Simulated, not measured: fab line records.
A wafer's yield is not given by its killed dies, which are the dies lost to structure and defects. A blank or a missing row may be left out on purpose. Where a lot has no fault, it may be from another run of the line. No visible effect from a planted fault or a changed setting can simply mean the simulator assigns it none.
Chamber matching | flow sfq_line | SFQ_TRILAYER_I6_CMP_CMP_166 on cmp-02 has 4 sister chambers
The step polishes SiO2. 4 wafers are shown with their chamber, then 9 later ones without.

== EACH WAFER AND ITS CHAMBER ==
wafer  | chamber | motor_current_A (A)
L106.3 | 1       | 9.3
L107.3 | 0       | 9.6
L107.2 | 2       | 9.6
L107.4 | 3       | 11.6

== WAFERS WITHOUT THEIR CHAMBER ==
wafer  | motor_current_A (A)
L111.2 | 9.9
L111.3 | 8.9
L111.6 | 9.1
L112.2 | 10.8
L112.4 | 9.3
L112.6 | 9.9
L114.3 | 9.1
L114.4 | 9.3
L114.6 | 9.8

== EACH ONE'S CHAMBER ==
wafer  | from the rows above          | in truth
L111.2 | can't be placed: 0 or 2 or 1 | 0
L111.3 | can't be placed: 1 or 0 or 2 | 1
L111.6 | can't be placed: 1 or 0 or 2 | 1
L112.2 | can't be placed: 3 or 0 or 2 | 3
L112.4 | can't be placed: 1 or 0 or 2 | 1
L112.6 | can't be placed: 0 or 2 or 1 | 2
L114.3 | can't be placed: 1 or 0 or 2 | 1
L114.4 | can't be placed: 1 or 0 or 2 | 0
L114.6 | can't be placed: 0 or 2 or 1 | 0
Correctly placed: 0 of 9. Can't be placed from these rows: 9 (the true chamber is among the candidates in 9). 0 placed wrongly.
How it was worked out, from the rows above alone: a wafer's distance from a chamber is the root of the sum, over the readings, of the square of ((its reading less the chamber's mean) divided by the reading's scatter). If the next closest chamber is less than 2 further off than the closest, the wafer can't be placed; otherwise it belongs to the closest. A chamber's mean is the mean of its shown wafers. The scatter: root of mean squared gap, hidden wafer to nearest shown wafer, with one shown wafer a chamber.
